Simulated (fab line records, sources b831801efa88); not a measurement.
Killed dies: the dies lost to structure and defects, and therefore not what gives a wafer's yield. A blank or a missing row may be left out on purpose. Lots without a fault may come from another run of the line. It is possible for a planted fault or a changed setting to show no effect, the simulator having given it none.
Which of the tools did it? + flow sky130 + 18 wafers from 6 lots sampled at 2 of the route's 708 steps

## WHAT THE GAUGES SHOWED, per wafer
SKY_PWDE_TW_MEAS_10.
| lot  | measured    | on            | PWDE_TW                             |
|------|-------------|---------------|-------------------------------------|
| L424 | day 4 06:21 | film_metro-04 | 375.8 377.0 375.5                   |
| L426 | day 4 12:52 | film_metro-02 | 378.7 376.9 378.1                   |
| L429 | day 5 02:18 | film_metro-04 | 378.7 379.7 377.4                   |
| L433 | day 6 07:55 | film_metro-02 | 374.4 373.5 374.5                   |
| L438 | day 7 18:37 | film_metro-04 | 403.8 402.4 403.2 402.8 401.5 404.5 |
| L442 | day 8 05:27 | film_metro-02 | 402.9 401.6 400.8 400.4 400.4 401.4 |

## TOOL THAT RAN EACH LOT (tool first, then ch and the chambers of the sampled wafers, then the start)
| lot  | SKY_PWDE_IMPLANT_08            |
|------|--------------------------------|
| L424 | implanter-01 ch 0, day 4 06:06 |
| L426 | implanter-02 ch 0, day 4 12:39 |
| L429 | implanter-02 ch 0, day 5 02:03 |
| L433 | implanter-01 ch 0, day 6 07:40 |
| L438 | implanter-01 ch 0, day 7 18:23 |
| L442 | implanter-01 ch 0, day 8 05:12 |
- SKY_PWDE_IMPLANT_08

## THE ANSWER, worked out from the rows above alone
Rule: usual is defined by the lots themselves. Put in order of their means at a reading, lots are off if they are a third of the lots or fewer, leave a main group of 4 or more, and stand apart from it by a gap of 3 or more times the standard deviation of the main group's means; of several such gaps the widest counts. A main group is skipped when, at the precision printed for the reading in the tables above, its means are all equal. Also off: a lot with no number at a reading for which 4 or more lots have one. Any other lot the step has rows for is counted as sound.
Off: L438, L442, seen at SKY_PWDE_TW_MEAS_10 (PWDE_TW). The main group: mean 376.7, standard deviation 1.7.
If a tool, at a process step before that reading, ran all the lots that are off and no sound lot after the first of them, it fits. Gauges at SKY_PWDE_TW_MEAS_10: tried the same way as those tools. One fits: implanter-01 at SKY_PWDE_IMPLANT_08. A fault onset in the window from L433 (day 6 07:40, its last sound lot) to L438 (day 7 18:23, its first lot off) fits.

## WHAT HAD BEEN PUT IN BY THE SIMULATOR
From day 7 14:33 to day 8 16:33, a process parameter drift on implanter-01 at SKY_PWDE_IMPLANT_08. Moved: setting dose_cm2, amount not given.
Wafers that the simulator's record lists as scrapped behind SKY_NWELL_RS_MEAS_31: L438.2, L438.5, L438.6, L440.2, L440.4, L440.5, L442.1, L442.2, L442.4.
Shown lots that were struck: L438, L442. This agrees with what the rule above found.
